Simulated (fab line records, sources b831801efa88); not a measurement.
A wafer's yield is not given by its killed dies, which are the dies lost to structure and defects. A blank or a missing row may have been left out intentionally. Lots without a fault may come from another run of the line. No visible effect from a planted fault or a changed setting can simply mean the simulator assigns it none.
fab line records	flow gf180mcu	part 1 of 2: steps 1 to 31 of 40
record: lots: 5	wafers: 15	lastDay: 33
route steps=602 shown SAB@272 SALICIDE@278 CONTACT@287
lots with no fault: from the same line, run without faults
startH: start of the lot's first displayed wafer, in hours after the record's first day	waitH: how many hours have passed since the lot's step before this one	" same as the row above	L1.1+2: one row covering several wafers at once	- either no value or no given start	* or withheld: withheld	< > ~ a bound
route shown NAME@n: NAME is a module with steps in the file, n the number in the route of the first one	usual: mean/standard deviation of fault-free wafers	same: alike in all rows	chamber/n: place in a boat	sites: readings site by site	_std_site: their standard deviation	_edge_site: the outer-site mean with the inner-site mean subtracted	radiusMm: for every site, how far away it sits from the centre of the wafer	mask NAME#n: copy n	behind: the last tool/chamber to shape the wafer	hold: why the lot was held/for how many hours/how that ended	device: whichever transistor did not switch (one of n, p or np)	end of line: at the end of the route, the tests of the same wafers	a step given without rows: its recipe and nothing more	killed: not the wafer's yield, but the dies lost to structure and defects at the first sort	map: dies across one wafer; x = killed, . = not, _ = none there
set.NAME: the setting as run; set.NAME@STEP: as run at that earlier step	model.NAME: the simulator's own value behind a step, which no gauge read
certain route steps with their lots: each step a table, each wafer a row
services: the hour from which a tool's chamber was out of use, counted from the record's first day as startH (under 0 if before that day), plus the number of hours and why
== steps ==
step: GF_SAB_DEVELOP_08
recipe: developTimeS: 60	devTempC: 23
lot.wafer	tool	chamber	startH	waitH
L075.2+4+6	lithoTrack-04	0	360.29	0.1
L076.3+5+6	lithoTrack-03	0	368.39	0.1
L077.1+4+6	lithoTrack-03	0	369.94	0.1
L086.3+4+5	lithoTrack-02	0	440.97	0.1
L092.1+4+6	lithoTrack-04	0	507.06	0.1
step: GF_SAB_CD_MEAS_09
recipe: targetCdNm: 420
usual: cdNm: 419.9/2.1
lot.wafer	tool	chamber	startH	waitH	cdNm
L075.2	cdSem-02	-	360.43	0.1	420.6
L075.4	"	-	"	"	423.0
L075.6	"	-	"	"	420.3
L076.3	cdSem-01	-	368.53	0.1	421.7
L076.5	"	-	"	"	419.5
L076.6	"	-	"	"	419.4
L077.1	cdSem-02	-	370.09	0.1	419.0
L077.4	"	-	"	"	418.8
L077.6	"	-	"	"	417.7
L086.3	cdSem-02	-	441.11	0.1	421.0
L086.4	"	-	"	"	420.5
L086.5	"	-	"	"	419.9
L092.1	cdSem-01	-	507.21	0.1	421.7
L092.4	"	-	"	"	421.1
L092.6	"	-	"	"	423.4
step: GF_SAB_OVL_MEAS_10
usual: SAB_OVL: 0.5/1.3
lot.wafer	tool	chamber	startH	waitH	SAB_OVL[nm]
L075.2	overlay-01	-	360.54	0.1	0.1
L075.4	"	-	"	"	0.0
L075.6	"	-	"	"	0.4
L076.3	overlay-01	-	368.62	0.1	2.4
L076.5	"	-	"	"	0.6
L076.6	"	-	"	"	1.4
L077.1	overlay-01	-	370.21	0.1	1.1
L077.4	"	-	"	"	1.8
L077.6	"	-	"	"	2.1
L086.3	overlay-01	-	441.20	0.1	1.2
L086.4	"	-	"	"	1.6
L086.5	"	-	"	"	1.8
L092.1	overlay-02	-	507.33	0.1	-0.5
L092.4	"	-	"	"	0.9
L092.6	"	-	"	"	0.2
step: GF_SAB_ETCH_11
recipe: chemistry: C4F8/O2/Ar	maskMaterial: NOVOLAK	target: SiO2	targetDepthNm: 55	sourceW: 1500	biasW: 1200	pressureMtorr: 40	c4f8FlowSccm: withheld	O2_flow_sccm: 6	Ar_flow_sccm: 300	timeS: 8.5
usual: biasW: 1200/3.5	oesProductAu: 1.005/0.011
lot.wafer	tool	chamber	startH	waitH	biasW	oesProductAu	rfHoursCounterH
L075.2	rieDiel-03	0	360.57	0.0	1200	0.985	3
L075.4	"	2	"	"	1197	0.999	2
L075.6	"	0	"	"	1200	0.990	-
L076.3	rieDiel-04	0	368.65	0.0	1205	1.001	76
L076.5	"	2	"	"	1198	1.000	-
L076.6	"	3	"	"	1202	0.991	-
L077.1	rieDiel-04	2	370.25	0.0	1199	1.007	85
L077.4	"	0	"	"	1199	1.017	76
L077.6	"	0	"	"	1203	1.016	-
L086.3	rieDiel-03	0	441.23	0.0	1202	0.982	5
L086.4	"	2	"	"	1199	0.996	4
L086.5	"	2	"	"	1204	0.989	-
L092.1	rieDiel-03	0	507.37	0.0	1201	0.996	7
L092.4	"	1	"	"	1206	1.014	20
L092.6	"	3	"	"	1202	1.014	-
step: GF_SAB_WET_ETCH_12
recipe: chemistry: dHF	targetDepthNm: 22	dry: n2Spin	target: SiO2	tempC: 25	dilution: 100:1	timeS: 440
lot.wafer	tool	chamber	startH	waitH
L075.2+4+6	wetBench-03	1	360.59	0.0
L076.3+5+6	wetBench-03	3	368.67	0.0
L077.1+4+6	wetBench-02	2	370.27	0.0
L086.3+4+5	wetBench-02	2	441.25	0.0
L092.1+4+6	wetBench-03	2	507.39	0.0
step: GF_SAB_STRIP_13
recipe: chemistry: O2/N2	powerW: 1400	pressureMtorr: 1500	platenTempC: 250	o2FlowSccm: 3000	n2FlowSccm: 300	overashFraction: 0.5
usual: drypumpMotorCurrentA: 5.7/0.49	heaterPowerW: 318/22	oesProductAu: 0.710/0.0045	stripTimeToEndpointS: 12.61/0.038
lot.wafer	tool	chamber	startH	waitH	drypumpMotorCurrentA	heaterPowerW	oesProductAu	rfHoursCounterH	stripTimeToEndpointS
L075.2	plasmaAsher-01	1	360.73	0.0	5.6	370	0.709	76	12.64
L075.4	"	0	"	"	6.0	286	0.708	-	12.62
L075.6	"	1	"	"	5.6	379	0.713	-	12.63
L076.3	plasmaAsher-02	1	368.87	0.0	6.6	309	0.711	-	12.59
L076.5	"	0	"	"	5.3	338	0.711	-	12.64
L076.6	"	1	"	"	6.6	299	0.715	-	12.59
L077.1	plasmaAsher-04	0	370.40	0.0	5.2	323	0.706	25	12.63
L077.4	"	0	"	"	5.2	328	0.714	-	12.61
L077.6	"	0	"	"	5.2	327	0.714	-	12.64
L086.3	plasmaAsher-04	1	441.41	0.0	5.6	302	0.709	-	12.67
L086.4	"	0	"	"	5.2	320	0.702	-	12.65
L086.5	"	1	"	"	5.6	300	0.710	-	12.64
L092.1	plasmaAsher-04	1	507.65	0.0	5.5	306	0.707	40	12.61
L092.4	"	1	"	"	5.5	300	0.712	-	12.58
L092.6	"	0	"	"	5.2	328	0.713	-	12.66
step: GF_SALICIDE_CLEAN_00
recipe: chemistry: SC1/SC2	mix: 1:4:20	tempC: 70	timeS: 150
lot.wafer	tool	chamber	startH	waitH
L075.2+4+6	wetBench-02	2	360.83	0.1
L076.3+5+6	wetBench-02	0	368.94	0.0
L077.1+4+6	wetBench-03	0	370.50	0.1
L086.3+4+5	wetBench-02	1	441.53	0.1
L092.1+4+6	wetBench-01	0	507.75	0.1
step: GF_SALICIDE_WET_ETCH_01
recipe: chemistry: dHF	targetDepthNm: 5	dry: ipaMarangoni	target: SiO2	tempC: 25	dilution: 100:1	timeS: 100
lot.wafer	tool	chamber	startH	waitH
L075.2+4+6	wetBench-03	0	360.88	0.0
L076.3+5+6	wetBench-01	2	368.99	0.0
L077.1+4+6	wetBench-02	3	370.56	0.0
L086.3+4+5	wetBench-02	3	441.58	0.0
L092.1+4+6	wetBench-03	2	507.80	0.0
step: GF_SALICIDE_SPUTTER_02
recipe: material: Co	targetThkNm: 10	powerW: 1000	timeS: 20	chamberPressurePa: 0.4
usual: throttleValvePct: 30.0/0.83
lot.wafer	tool	chamber	startH	waitH	throttleValvePct
L075.2	pvdSputter-01	-	360.92	0.0	30.5
L075.4	"	-	"	"	30.4
L075.6	"	-	"	"	30.5
L076.3	pvdSputter-02	-	369.02	0.0	30.0
L076.5	"	-	"	"	30.5
L076.6	"	-	"	"	31.3
L077.1	pvdSputter-03	-	370.60	0.0	28.5
L077.4	"	-	"	"	29.6
L077.6	"	-	"	"	29.9
L086.3	pvdSputter-01	-	441.61	0.0	29.8
L086.4	"	-	"	"	30.2
L086.5	"	-	"	"	30.3
L092.1	pvdSputter-02	-	507.87	0.0	31.5
L092.4	"	-	"	"	30.4
L092.6	"	-	"	"	30.1
step: GF_SALICIDE_SPUTTER_03
recipe: material: TiN	targetThkNm: 20	powerW: 6500	timeS: 16.7	chamberPressurePa: 0.4
usual: throttleValvePct: 30.0/0.83
lot.wafer	tool	chamber	startH	waitH	throttleValvePct
L075.2	pvdSputter-01	-	360.95	0.0	30.4
L075.4	"	-	"	"	30.3
L075.6	"	-	"	"	30.4
L076.3	pvdSputter-02	-	369.05	0.0	30.3
L076.5	"	-	"	"	30.2
L076.6	"	-	"	"	31.4
L077.1	pvdSputter-03	-	370.63	0.0	28.3
L077.4	"	-	"	"	30.0
L077.6	"	-	"	"	30.3
L086.3	pvdSputter-01	-	441.64	0.0	29.9
L086.4	"	-	"	"	30.4
L086.5	"	-	"	"	30.2
L092.1	pvdSputter-02	-	507.90	0.0	31.6
L092.4	"	-	"	"	30.4
L092.6	"	-	"	"	30.4
step: GF_SALICIDE_RS_MEAS_04
recipe: thkMeasGauge: four-point-probe	reads: TiN_of_SALICIDE_SPUTTER_03+Co_of_SALICIDE_SPUTTER_02
usual: SALICIDE_TIN_RS: 16.5/0.36
lot.wafer	tool	chamber	startH	waitH	SALICIDE_TIN_RS[ohm/sq]
L075.2	filmMetro-01	-	361.00	0.0	16.4
L075.4	"	-	"	"	16.5
L075.6	"	-	"	"	16.4
L076.3	filmMetro-04	-	369.12	0.1	16.7
L076.5	"	-	"	"	16.6
L076.6	"	-	"	"	16.3
L077.1	filmMetro-04	-	370.65	0.0	16.3
L077.4	"	-	"	"	16.5
L077.6	"	-	"	"	16.3
L086.3	filmMetro-04	-	441.71	0.1	16.3
L086.4	"	-	"	"	16.6
L086.5	"	-	"	"	16.8
L092.1	filmMetro-04	-	507.92	0.0	15.9
L092.4	"	-	"	"	16.8
L092.6	"	-	"	"	16.3
step: GF_SALICIDE_THK_MEAS_05
recipe: thkMeasGauge: xrf	reads: TiN_of_SALICIDE_SPUTTER_03
usual: SALICIDE_TIN_THK: 19.62/0.25
lot.wafer	tool	chamber	startH	waitH	SALICIDE_TIN_THK[nm]
L075.2	filmMetro-01	-	361.11	0.1	19.87
L075.4	"	-	"	"	19.78
L075.6	"	-	"	"	19.77
L076.3	filmMetro-04	-	369.22	0.1	19.57
L076.5	"	-	"	"	19.43
L076.6	"	-	"	"	19.62
L077.1	filmMetro-04	-	370.77	0.1	19.55
L077.4	"	-	"	"	19.59
L077.6	"	-	"	"	19.48
L086.3	filmMetro-04	-	441.81	0.1	19.45
L086.4	"	-	"	"	19.70
L086.5	"	-	"	"	19.48
L092.1	filmMetro-04	-	508.04	0.1	19.66
L092.4	"	-	"	"	19.73
L092.6	"	-	"	"	19.63
step: GF_SALICIDE_RTA_06
recipe: tempC: 530	timeS: 30	ambient: N2
usual: lampPowerPct: 6.1/0.92	wafer_temp_C_max: 531.6/0.46
lot.wafer	tool	chamber	startH	waitH	lampPowerPct	wafer_temp_C_max
L075.2	rtpAnneal-01	0	361.17	0.1	5.5	531.8
L075.4	"	0	"	"	5.5	531.0
L075.6	"	0	"	"	5.5	531.7
L076.3	rtpAnneal-02	0	369.29	0.1	7.5	533.2
L076.5	"	0	"	"	7.5	532.0
L076.6	"	0	"	"	7.5	532.4
L077.1	rtpAnneal-01	0	370.83	0.1	5.5	531.7
L077.4	"	0	"	"	5.5	531.4
L077.6	"	0	"	"	5.5	531.8
L086.3	rtpAnneal-02	0	441.88	0.1	7.5	531.9
L086.4	"	0	"	"	7.5	531.4
L086.5	"	0	"	"	7.6	532.2
L092.1	rtpAnneal-01	0	508.10	0.1	5.5	531.2
L092.4	"	0	"	"	5.5	531.4
L092.6	"	0	"	"	5.5	531.4
step: GF_SALICIDE_WET_ETCH_07
recipe: chemistry: SPM	targetDepthNm: 120	dry: n2Spin
lot.wafer	tool	chamber	startH	waitH
L075.2+4+6	wetBench-03	0	361.26	0.1
L076.3+5+6	wetBench-02	3	369.36	0.1
L077.1+4+6	wetBench-02	2	370.93	0.1
L086.3+4+5	wetBench-03	0	441.95	0.1
L092.1+4+6	wetBench-02	0	508.20	0.1
step: GF_SALICIDE_RTA_08
recipe: tempC: 800	timeS: 30	ambient: N2
usual: lampPowerPct: 19.1/2.6	wafer_temp_C_max: 802.8/0.73
lot.wafer	tool	chamber	startH	waitH	lampPowerPct	wafer_temp_C_max
L075.2	rtpAnneal-01	0	361.37	0.0	15.3	802.2
L075.4	"	0	"	"	15.3	801.8
L075.6	"	0	"	"	15.4	802.3
L076.3	rtpAnneal-01	0	369.48	0.0	15.3	802.0
L076.5	"	0	"	"	15.4	801.8
L076.6	"	0	"	"	15.4	801.5
L077.1	rtpAnneal-02	0	371.03	0.0	20.9	803.4
L077.4	"	0	"	"	20.9	803.5
L077.6	"	0	"	"	20.9	803.5
L086.3	rtpAnneal-01	0	442.07	0.0	15.3	801.4
L086.4	"	0	"	"	15.4	801.7
L086.5	"	0	"	"	15.3	801.7
L092.1	rtpAnneal-02	0	508.30	0.0	20.9	803.4
L092.4	"	0	"	"	20.9	803.1
L092.6	"	0	"	"	20.9	803.3
step: GF_CONTACT_CVD_00
recipe: material: SiO2	targetThkNm: 300	sigmaOpenFrac: 0.3	tempC: 400	timeS: 50	sih4FlowSccm: 60	pressureMtorr: 6
lot.wafer	tool	chamber	startH	waitH
L075.2+4+6	hdpcvd-01	2,0,1	361.46	0.1
L076.3+5+6	hdpcvd-01	0,0,1	369.55	0.1
L077.1+4+6	hdpcvd-01	0,2,1	371.13	0.1
L086.3+4+5	hdpcvd-02	0,0,2	442.14	0.1
L092.1+4+6	hdpcvd-02	2,0,2	508.40	0.1
step: GF_CONTACT_THK_MEAS_01
recipe: reads: SiO2_of_CONTACT_CVD_00
usual: CONTACT_CVD_00_THK: 300/4.8
lot.wafer	tool	chamber	startH	waitH	CONTACT_CVD_00_THK[nm]
L075.2	filmMetro-02	-	361.51	0.0	303
L075.4	"	-	"	"	288
L075.6	"	-	"	"	300
L076.3	filmMetro-01	-	369.61	0.0	288
L076.5	"	-	"	"	287
L076.6	"	-	"	"	295
L077.1	filmMetro-03	-	371.17	0.0	290
L077.4	"	-	"	"	299
L077.6	"	-	"	"	297
L086.3	filmMetro-03	-	442.20	0.0	300
L086.4	"	-	"	"	299
L086.5	"	-	"	"	303
L092.1	filmMetro-02	-	508.44	0.0	311
L092.4	"	-	"	"	311
L092.6	"	-	"	"	309
step: GF_CONTACT_CVD_02
recipe: material: SiO2	targetThkNm: 860	precursor: TEOS	tempC: 400	timeS: 95.992	rfW: 600
usual: heaterPowerW: 634/120
lot.wafer	tool	chamber	startH	waitH	heaterPowerW
L075.2	pecvd-02	0	361.56	0.0	449
L075.4	"	0	"	"	496
L075.6	"	2	"	"	556
L076.3	pecvd-03	2	369.65	0.0	864
L076.5	"	0	"	"	589
L076.6	"	2	"	"	948
L077.1	pecvd-02	0	371.23	0.1	419
L077.4	"	0	"	"	463
L077.6	"	2	"	"	664
L086.3	pecvd-02	2	442.24	0.0	688
L086.4	"	1	"	"	690
L086.5	"	0	"	"	419
L092.1	pecvd-04	0	508.50	0.1	497
L092.4	"	1	"	"	616
L092.6	"	1	"	"	700
step: GF_CONTACT_THK_MEAS_03
recipe: reads: SiO2_of_CONTACT_CVD_02
usual: CONTACT_CVD_02_THK: 862/11
lot.wafer	tool	chamber	startH	waitH	CONTACT_CVD_02_THK[nm]
L075.2	filmMetro-01	-	361.64	0.0	866
L075.4	"	-	"	"	872
L075.6	"	-	"	"	882
L076.3	filmMetro-03	-	369.74	0.1	869
L076.5	"	-	"	"	884
L076.6	"	-	"	"	860
L077.1	filmMetro-01	-	371.30	0.0	850
L077.4	"	-	"	"	872
L077.6	"	-	"	"	871
L086.3	filmMetro-02	-	442.33	0.1	848
L086.4	"	-	"	"	855
L086.5	"	-	"	"	853
L092.1	filmMetro-02	-	508.61	0.1	873
L092.4	"	-	"	"	868
L092.6	"	-	"	"	875
step: GF_CONTACT_CMP_04
recipe: material: SiO2	downForcePsi: 4	platenRpm: 60	padVelocityMS: 0.94248
usual: motorCurrentA: 11.8/0.91	timeToEndpointS: 111/7
lot.wafer	tool	chamber	startH	waitH	motorCurrentA	timeToEndpointS
L075.2	cmp-02	3	361.74	0.1	11.3	120
L075.4	"	0	"	"	11.6	114
L075.6	"	2	"	"	13.5	125
L076.3	cmp-02	2	369.93	0.2	13.2	124
L076.6	"	3	"	"	10.3	118
L076.5	"	0	"	"	11.1	115
L077.4	cmp-01	2	371.46	0.1	11.7	117
L077.1	"	3	"	"	11.8	105
L077.6	"	1	"	"	11.6	110
L086.4	cmp-01	2	442.37	0.0	11.6	107
L086.3	"	1	"	"	11.6	103
L086.5	"	2	"	"	11.3	108
L092.4	cmp-01	2	508.67	0.0	11.8	112
L092.1	"	3	"	"	12.4	108
L092.6	"	3	"	"	12.8	115
step: GF_CONTACT_BOW_MEAS_05
recipe: mode: bow
usual: CONTACT_BOW: 65/6.9
lot.wafer	tool	chamber	startH	waitH	CONTACT_BOW[um]
L075.2	filmMetro-03	-	362.01	0.2	67
L075.4	"	-	"	"	63
L075.6	"	-	"	"	63
L076.3	filmMetro-03	-	370.12	0.1	64
L076.5	"	-	"	"	70
L076.6	"	-	"	"	65
L077.1	filmMetro-01	-	371.66	0.1	63
L077.4	"	-	"	"	68
L077.6	"	-	"	"	66
L086.3	filmMetro-03	-	442.71	0.1	65
L086.4	"	-	"	"	61
L086.5	"	-	"	"	62
L092.1	filmMetro-01	-	508.97	0.2	49
L092.4	"	-	"	"	62
L092.6	"	-	"	"	67
step: GF_CONTACT_DEHYDRATE_06
recipe: tempC: 200	timeS: 60
lot.wafer	tool	chamber	startH	waitH
L075.2+4+6	lithoTrack-04	0	372.69	10.7
L076.3+5+6	lithoTrack-04	0	380.71	10.6
L077.1+4+6	lithoTrack-04	0	382.31	10.6
L086.3+4+5	lithoTrack-04	0	454.41	11.7
L092.1+4+6	lithoTrack-01	0	519.95	11.0
step: GF_CONTACT_HMDS_07
recipe: primeTimeS: 60	primeTempC: 120
lot.wafer	tool	chamber	startH	waitH
L075.2+4+6	lithoTrack-04	0	372.84	0.1
L076.3+5+6	lithoTrack-04	0	380.86	0.1
L077.1+4+6	lithoTrack-04	0	382.46	0.1
L086.3+4+5	lithoTrack-04	0	454.56	0.1
L092.1+4+6	lithoTrack-01	0	520.10	0.1
step: GF_CONTACT_COAT_08
recipe: resist: BARC	tempC: withheld	timeS: withheld	spinRpm: withheld	resistThkNm: withheld
usual: dispensePressureKPa: 44.9/2.8
lot.wafer	tool	chamber	startH	waitH	dispensePressureKPa
L075.2	lithoTrack-04	0	372.99	0.1	45.3
L075.4	"	0	"	"	45.2
L075.6	"	0	"	"	45.2
L076.3	lithoTrack-04	0	381.01	0.1	45.2
L076.5	"	0	"	"	45.2
L076.6	"	0	"	"	45.2
L077.1	lithoTrack-04	0	382.61	0.1	45.2
L077.4	"	0	"	"	45.2
L077.6	"	0	"	"	45.2
L086.3	lithoTrack-04	0	454.71	0.1	45.2
L086.4	"	0	"	"	45.2
L086.5	"	0	"	"	45.2
L092.1	lithoTrack-01	0	520.25	0.1	41.2
L092.4	"	0	"	"	41.2
L092.6	"	0	"	"	41.2
step: GF_CONTACT_COAT_09
recipe: resist: KrF	spinRpm: withheld	resistThkNm: 1000
usual: dispensePressureKPa: 44.8/2.8
lot.wafer	tool	chamber	startH	waitH	dispensePressureKPa
L075.2	lithoTrack-04	0	-	-	45.2
L075.4	"	0	"	"	45.2
L075.6	"	0	"	"	45.1
L076.3	lithoTrack-04	0	-	-	45.1
L076.5	"	0	"	"	45.1
L076.6	"	0	"	"	45.2
L077.1	lithoTrack-04	0	-	-	45.2
L077.4	"	0	"	"	45.2
L077.6	"	0	"	"	45.2
L086.3	lithoTrack-04	0	-	-	45.2
L086.4	"	0	"	"	45.2
L086.5	"	0	"	"	45.1
L092.1	lithoTrack-01	0	-	-	41.1
L092.4	"	0	"	"	41.2
L092.6	"	0	"	"	41.1
step: GF_CONTACT_SOFTBAKE_10
recipe: tempC: 130	timeS: 60	resist: KrF
lot.wafer	tool	chamber	startH	waitH
L075.2+4+6	lithoTrack-04	0	-	-
L076.3+5+6	lithoTrack-04	0	-	-
L077.1+4+6	lithoTrack-04	0	-	-
L086.3+4+5	lithoTrack-04	0	-	-
L092.1+4+6	lithoTrack-01	0	-	-
step: GF_CONTACT_EXPOSE_11
recipe: maskId: Contact	targetCdNm: 220	na: 0.68	sourceShape: conventional	sigmaOuter: 0.6	doseMj: 38
same: sigmaOuter: 0.6
lot.wafer	tool	chamber	startH	waitH	mask
L075.2+4+6	krfScanner-01	0	-	-	Contact#0
L076.3+5+6	krfScanner-02	0	-	-	Contact#0
L077.1+4+6	krfScanner-02	0	-	-	Contact#0
L086.3+4+5	krfScanner-02	0	-	-	Contact#0
L092.1+4+6	krfScanner-02	0	-	-	Contact#0
step: GF_CONTACT_PEB_12
recipe: pebTempC: 135	pebTimeS: 90	resist: KrF
lot.wafer	tool	chamber	startH	waitH
L075.2+4+6	lithoTrack-02	0	-	-
L076.3+5+6	lithoTrack-04	0	-	-
L077.1+4+6	lithoTrack-04	0	-	-
L086.3+4+5	lithoTrack-04	0	-	-
L092.1+4+6	lithoTrack-01	0	-	-
step: GF_CONTACT_DEVELOP_13
recipe: developTimeS: 60	resist: KrF	devTempC: 21
lot.wafer	tool	chamber	startH	waitH
L075.2+4+6	lithoTrack-02	0	384.25	0.2
L076.3+5+6	lithoTrack-04	0	392.21	0.1
L077.1+4+6	lithoTrack-04	0	394.16	0.2
L086.3+4+5	lithoTrack-04	0	467.11	0.1
L092.1+4+6	lithoTrack-01	0	531.55	0.2
step: GF_CONTACT_CD_MEAS_14
recipe: targetCdNm: 220
usual: cdNm: 219.6/1.4
lot.wafer	tool	chamber	startH	waitH	cdNm
L075.2	cdSem-02	-	384.39	0.1	221.7
L075.4	"	-	"	"	221.6
L075.6	"	-	"	"	222.1
L076.3	cdSem-01	-	392.35	0.1	218.5
L076.5	"	-	"	"	220.4
L076.6	"	-	"	"	219.9
L077.1	cdSem-01	-	394.31	0.1	218.1
L077.4	"	-	"	"	216.5
L077.6	"	-	"	"	218.0
L086.3	cdSem-01	-	467.25	0.1	221.5
L086.4	"	-	"	"	220.3
L086.5	"	-	"	"	220.8
L092.1	cdSem-02	-	531.70	0.1	218.6
L092.4	"	-	"	"	220.3
L092.6	"	-	"	"	218.6
step: GF_CONTACT_OVL_MEAS_15
usual: CONTACT_OVL: -1/5.4
lot.wafer	tool	chamber	startH	waitH	CONTACT_OVL[nm]
L075.2	overlay-01	-	384.50	0.1	-20
L075.4	"	-	"	"	-16
L075.6	"	-	"	"	-10
L076.3	overlay-02	-	392.44	0.1	3
L076.5	"	-	"	"	-1
L076.6	"	-	"	"	-2
L077.1	overlay-01	-	394.43	0.1	-2
L077.4	"	-	"	"	6
L077.6	"	-	"	"	1
L086.3	overlay-01	-	467.34	0.1	2
L086.4	"	-	"	"	-1
L086.5	"	-	"	"	6
L092.1	overlay-02	-	531.82	0.1	-6
L092.4	"	-	"	"	4
L092.6	"	-	"	"	0
